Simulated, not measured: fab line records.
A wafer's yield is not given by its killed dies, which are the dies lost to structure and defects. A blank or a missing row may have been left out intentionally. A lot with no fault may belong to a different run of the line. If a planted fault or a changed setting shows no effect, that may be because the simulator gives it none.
Which tool was responsible? / flow gf180mcu / 12 lots, 36 wafers sampled, at 5 steps of a route of 602

WHAT THE GAUGES READ, wafer by wafer
GF_HV_LDD_TW_MEAS_38. Usual: for HV_LDD_3_TW the level is 1424 and the standard deviation is 16.
lot=L789; measured=day 11 14:06; on=film_metro-02; HV_LDD_3_TW=1424 1409 1412; flag=
lot=L791; measured=day 12 00:10; on=film_metro-01; HV_LDD_3_TW=1416 1419 1414; flag=
lot=L792; measured=day 12 13:33; on=film_metro-02; HV_LDD_3_TW=1521 1515 1506 1514 1509 1517; flag=OFF
lot=L793; measured=day 13 02:50; on=film_metro-04; HV_LDD_3_TW=1453 1449 1455; flag=
lot=L797; measured=day 14 03:41; on=film_metro-04; HV_LDD_3_TW=1453 1441 1440; flag=
lot=L798; measured=day 14 14:31; on=film_metro-02; HV_LDD_3_TW=1528 1528 1524 1512 1533 1524; flag=OFF
lot=L800; measured=day 15 04:46; on=film_metro-01; HV_LDD_3_TW=1525 1530 1521 1526 1519 1525; flag=OFF
lot=L804; measured=day 16 13:39; on=film_metro-04; HV_LDD_3_TW=1448 1444 1448; flag=
lot=L806; measured=day 17 04:13; on=film_metro-02; HV_LDD_3_TW=1406 1406 1409; flag=
lot=L805; measured=day 17 04:52; on=film_metro-02; HV_LDD_3_TW=1413 1415 1412; flag=
lot=L808; measured=day 18 00:34; on=film_metro-01; HV_LDD_3_TW=1415 1410 1408; flag=
lot=L809; measured=day 18 08:29; on=film_metro-01; HV_LDD_3_TW=1410 1406 1408; flag=

GF_HV_LDD_RS_MEAS_53: the measuring method here is four-point-probe. Usual: for HV_LDD_RS the level is 417.8 ohm/sq and the standard deviation is 1.1.
lot=L789; measured=day 12 09:26; on=film_metro-02; HV_LDD_RS (ohm/sq)=419.5 419.6 420.5; flag=
lot=L791; measured=day 12 19:18; on=film_metro-04; HV_LDD_RS (ohm/sq)=417.3 419.1 419.0; flag=
lot=L792; measured=day 13 10:02; on=film_metro-01; HV_LDD_RS (ohm/sq)=400.2 399.4 399.1 399.9 398.9 399.9; flag=OFF
lot=L793; measured=day 13 23:25; on=film_metro-02; HV_LDD_RS (ohm/sq)=417.6 416.9 417.2; flag=
lot=L797; measured=day 15 00:29; on=film_metro-02; HV_LDD_RS (ohm/sq)=417.9 417.1 418.3; flag=
lot=L798; measured=day 15 11:59; on=film_metro-04; HV_LDD_RS (ohm/sq)=397.2 398.3 399.6 398.4 398.0 398.7; flag=OFF
lot=L800; measured=day 16 02:09; on=film_metro-04; HV_LDD_RS (ohm/sq)=397.0 397.7 396.9 397.3 397.7 397.2; flag=OFF
lot=L804; measured=day 17 12:47; on=film_metro-04; HV_LDD_RS (ohm/sq)=417.2 416.3 417.8; flag=
lot=L806; measured=day 18 03:25; on=film_metro-04; HV_LDD_RS (ohm/sq)=416.9 417.8 417.7; flag=
lot=L805; measured=day 18 03:57; on=film_metro-04; HV_LDD_RS (ohm/sq)=418.9 419.0 418.2; flag=
lot=L808; measured=day 19 00:14; on=film_metro-02; HV_LDD_RS (ohm/sq)=417.9 418.3 417.5; flag=
lot=L809; measured=day 19 09:00; on=film_metro-04; HV_LDD_RS (ohm/sq)=417.4 416.8 417.9; flag=

GF_V3_BOW_MEAS_05. Usual: for V3_BOW the level is 118 um and the standard deviation is 8.7.
lot=L789; measured=day 21 07:11; on=film_metro-01; V3_BOW (um)=113 104 104; flag=
lot=L791; measured=day 21 21:56; on=film_metro-01; V3_BOW (um)=115 109 95; flag=
lot=L792; measured=day 22 14:29; on=film_metro-02; V3_BOW (um)=102 113 126; flag=
lot=L793; measured=day 23 04:16; on=film_metro-01; V3_BOW (um)=113 113 108; flag=
lot=L797; measured=day 24 07:28; on=film_metro-01; V3_BOW (um)=119 111 119; flag=
lot=L798; measured=day 24 18:38; on=film_metro-01; V3_BOW (um)=125 99 104; flag=
lot=L800; measured=day 25 09:01; on=film_metro-03; V3_BOW (um)=125 130 123; flag=
lot=L804; measured=day 26 20:40; on=film_metro-01; V3_BOW (um)=121 132 118; flag=
lot=L806; measured=day 27 09:03; on=film_metro-03; V3_BOW (um)=122 124 123; flag=
lot=L805; measured=day 27 07:53; on=film_metro-03; V3_BOW (um)=114 126 123; flag=
lot=L808; measured=day 28 00:52; on=film_metro-02; V3_BOW (um)=115 124 118; flag=
lot=L809; measured=day 28 06:47; on=film_metro-01; V3_BOW (um)=112 117 124; flag=

EACH LOT AND THE TOOL THAT RAN IT (in order: tool; ch and the chambers of the sampled wafers; start)
lot=L789; GF_HV_LDD_IMPLANT_34=implanter-01 ch 0, day 11 13:33; GF_M2_STRIP_17=plasma_asher-04 ch 0,1, day 19 02:32
lot=L791; GF_HV_LDD_IMPLANT_34=implanter-03 ch 0, day 11 23:38; GF_M2_STRIP_17=plasma_asher-04 ch 0,1, day 19 17:35
lot=L792; GF_HV_LDD_IMPLANT_34=implanter-03 ch 0, day 12 12:41; GF_M2_STRIP_17=plasma_asher-03 ch 0,1, day 20 10:13
lot=L793; GF_HV_LDD_IMPLANT_34=implanter-01 ch 0, day 13 02:17; GF_M2_STRIP_17=plasma_asher-03 ch 0,1, day 21 01:13
lot=L797; GF_HV_LDD_IMPLANT_34=implanter-02 ch 0, day 14 03:08; GF_M2_STRIP_17=plasma_asher-03 ch 0,1, day 22 05:44
lot=L798; GF_HV_LDD_IMPLANT_34=implanter-03 ch 0, day 14 13:40; GF_M2_STRIP_17=plasma_asher-01 ch 0,1, day 22 18:07
lot=L800; GF_HV_LDD_IMPLANT_34=implanter-02 ch 0, day 15 03:54; GF_M2_STRIP_17=plasma_asher-03 ch 0,1, day 23 08:16
lot=L804; GF_HV_LDD_IMPLANT_34=implanter-02 ch 0, day 16 13:08; GF_M2_STRIP_17=plasma_asher-04 ch 0,1, day 24 20:51
lot=L806; GF_HV_LDD_IMPLANT_34=implanter-02 ch 0, day 17 03:13; GF_M2_STRIP_17=plasma_asher-01 ch 0,1, day 25 11:32
lot=L805; GF_HV_LDD_IMPLANT_34=implanter-03 ch 0, day 17 04:20; GF_M2_STRIP_17=plasma_asher-03 ch 0,1, day 25 10:28
lot=L808; GF_HV_LDD_IMPLANT_34=implanter-02 ch 0, day 18 00:01; GF_M2_STRIP_17=plasma_asher-04 ch 0,1, day 26 04:20
lot=L809; GF_HV_LDD_IMPLANT_34=implanter-02 ch 0, day 18 07:56; GF_M2_STRIP_17=plasma_asher-01 ch 1, day 26 10:19
- GF_HV_LDD_IMPLANT_34
- GF_M2_STRIP_17: strips in O2/N2.

AS READ BY THE TOOLS THEMSELVES (means over the sampled wafers that have a number; for cases with no such wafer, the mark the record gives instead)
GF_M2_STRIP_17. Usual: drypump_motor_current_A 5.7 A, standard deviation 0.42; heater_power_w 309 W, standard deviation 35; oes_product_au 0.558 a.u., standard deviation 0.0052; strip_time_to_endpoint_s 7.87 s, standard deviation 0.061.
lot=L789; tool=plasma_asher-04; drypump_motor_current_A (A)=5.5; heater_power_w (W)=314; oes_product_au (a.u.)=0.558; strip_time_to_endpoint_s (s)=7.84; flag=
lot=L791; tool=plasma_asher-04; drypump_motor_current_A (A)=5.3; heater_power_w (W)=285; oes_product_au (a.u.)=0.558; strip_time_to_endpoint_s (s)=7.83; flag=
lot=L792; tool=plasma_asher-03; drypump_motor_current_A (A)=6.0; heater_power_w (W)=286; oes_product_au (a.u.)=0.550; strip_time_to_endpoint_s (s)=7.90; flag=
lot=L793; tool=plasma_asher-03; drypump_motor_current_A (A)=6.0; heater_power_w (W)=289; oes_product_au (a.u.)=0.557; strip_time_to_endpoint_s (s)=7.81; flag=
lot=L797; tool=plasma_asher-03; drypump_motor_current_A (A)=6.0; heater_power_w (W)=287; oes_product_au (a.u.)=0.557; strip_time_to_endpoint_s (s)=7.82; flag=
lot=L798; tool=plasma_asher-01; drypump_motor_current_A (A)=6.0; heater_power_w (W)=340; oes_product_au (a.u.)=0.557; strip_time_to_endpoint_s (s)=7.88; flag=
lot=L800; tool=plasma_asher-03; drypump_motor_current_A (A)=6.0; heater_power_w (W)=300; oes_product_au (a.u.)=0.564; strip_time_to_endpoint_s (s)=7.94; flag=
lot=L804; tool=plasma_asher-04; drypump_motor_current_A (A)=5.3; heater_power_w (W)=279; oes_product_au (a.u.)=0.556; strip_time_to_endpoint_s (s)=7.96; flag=
lot=L806; tool=plasma_asher-01; drypump_motor_current_A (A)=5.8; heater_power_w (W)=333; oes_product_au (a.u.)=0.557; strip_time_to_endpoint_s (s)=7.86; flag=
lot=L805; tool=plasma_asher-03; drypump_motor_current_A (A)=6.0; heater_power_w (W)=287; oes_product_au (a.u.)=0.564; strip_time_to_endpoint_s (s)=7.86; flag=
lot=L808; tool=plasma_asher-04; drypump_motor_current_A (A)=5.5; heater_power_w (W)=311; oes_product_au (a.u.)=0.558; strip_time_to_endpoint_s (s)=7.84; flag=
lot=L809; tool=plasma_asher-01; drypump_motor_current_A (A)=6.4; heater_power_w (W)=339; oes_product_au (a.u.)=0.558; strip_time_to_endpoint_s (s)=7.90; flag=

THE ANSWER, worked out from the rows above alone
Rule: lot off if the mean of its wafers having a number is beyond 3 standard deviations from the usual mean. Also off: a lot with no number at a reading for which 4 or more lots have one. All remaining lots with rows at the step are treated as sound. Order of review: gauges by route order, followed by the tools' own readings, for which a lot's mean as printed above is used. The first step at which some lot is off is used, and at that step the reading that is off furthest; a lot without a number counts as furthest.
Off: L792, L798, L800, seen at GF_HV_LDD_TW_MEAS_38 (HV_LDD_3_TW).
If a tool, at a process step before that reading, ran all the lots that are off and no sound lot after the first of them, it fits. The gauges at GF_HV_LDD_TW_MEAS_38 are tried like those tools. Not one of the candidates tried fits.

WHAT THE SIMULATOR PUT IN
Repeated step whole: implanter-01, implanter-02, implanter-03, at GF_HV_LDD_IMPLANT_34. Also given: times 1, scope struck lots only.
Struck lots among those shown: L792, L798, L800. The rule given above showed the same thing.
